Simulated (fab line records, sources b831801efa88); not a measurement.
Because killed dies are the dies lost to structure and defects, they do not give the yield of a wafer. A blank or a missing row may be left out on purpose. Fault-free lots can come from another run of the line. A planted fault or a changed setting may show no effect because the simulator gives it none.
Code-filled problem report in 8D (eight disciplines) form -- flow gf180mcu -- the parts of the form that need people (team, actions taken, sign-off) are left out

== 1. WHAT WENT WRONG ==
POLY_GATE_CVD_00_THK at GF_POLY_GATE_THK_MEAS_01 reads a mean of 137.5 nm on 3 wafers of 1 lot; wafers without a fault read 199.7 nm with a standard deviation of 1.7. Relative to the usual mean, that is a shift of -37 standard deviations.
Earliest sighting: wafer L633.4 on film metro-01 at day 10 16:46. At this step, 35 wafers from 12 lots have a number in the record. Rule for "out", or "out of limits": more than 4 standard deviations from the usual mean. The other wafers with a number count as sound.

== 2. WHAT IT IS; WHAT IT IS NOT ==
question,is,is not
which readings at this step,POLY_GATE_CVD_00_THK,-
which lots,L633,"L626, L627, L635, L639, L640, L641, L644, L646, L647, L648, L649"
which wafers of those lots,all that have a number,-
read on which gauges,film metro-01,"film metro-02, film metro-04"
when,from day 10 16:46,"up to then (5 sound wafers); but 27 sound wafers of L635, L639, L640, L641, L644, L646, L647, L648, L649 came after"

== 3. WHAT RULES OUT EACH SUSPECT ==
Counting: a tool at any process step up to the reading remains a suspect when it ran all the lots that are out and ran no sound lot after the first of those.
- the gauge at GF_POLY_GATE_THK_MEAS_01 is ruled out. All the wafers that are out were read on film metro-01, but those of them that GF_POLY_GATE_CVD_00 has rows for are out there too, on other tools.
- plasma asher-02 at GF_LVPWELL_STRIP_10 (strips in O2/N2): ruled out as a lasting fault. After its first lot that is out, L633 (day 5 17:23), sound lots L641, L644, L647 ran on it.
- lpcvd-01 at GF_POLY_GATE_CVD_00 (deposits poly-Si, target thk 200 nm, time 1200 s): ruled out as a lasting fault. After its first lot that is out, L633 (day 10 15:24), sound lots L646, L647, L648, L649 ran on it.
Left after counting: nothing in the record.

== 4. THE CAUSE (what the simulator had put in) ==
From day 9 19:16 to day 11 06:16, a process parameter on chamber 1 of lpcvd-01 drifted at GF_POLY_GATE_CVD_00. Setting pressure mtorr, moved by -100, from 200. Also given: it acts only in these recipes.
Counting ruled it out, wrongly: the rule takes a fault to strike every lot that its tool runs from its start on, and this one did not.

== 5. SEQUENCE OF EFFECTS, ordered by route ==
Each row: a reading whose mean over the struck wafers that have a number lies more than 3 standard deviations from the usual. Readings are gone through only where the record gives a usual standard deviation; hours: the median, over the lots, of the time from a lot's start at the first step in this table giving one to that lot's start at this step; sigmas: the change measured in usual standard deviations.
hours,step,reading,usual,on struck wafers,change,sigmas
0,GF_POLY_GATE_CVD_00,pressure mtorr,200.1 mTorr,100.2,-99.9,-99 or more
1,GF_POLY_GATE_THK_MEAS_01,POLY_GATE_CVD_00_THK,199.7 nm,137.5,-62.2,-37
20,GF_POLY_GATE_ETCH_13,oes product au,0.988 a.u.,0.776,-0.212,-25
It contains these process steps:
- GF_POLY_GATE_CVD_00: deposits poly-Si, target thk 200 nm, time 1200 s.
- GF_POLY_GATE_ETCH_13: etches poly-Si in HBr/Cl2, stops on SiO2, target depth 198.5 nm, time 69.6 s.
At these later measuring or inspecting steps, every struck wafer for which the step has a row has a number for every such reading, and none has moved that far: GF_NSD_CD_MEAS_07.

== 6. HOW IT WOULD HAVE BEEN CAUGHT EARLIER ==
22 hours passed between the start of the fault at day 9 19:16 and the first reading out of limits at a measuring or inspecting step in this record, taken at day 10 16:46.
At GF_POLY_GATE_CVD_00, the tool's own readings (pressure mtorr) were out on each struck wafer the step has a row for, so an alarm limit on them would have fired on the first such wafer.
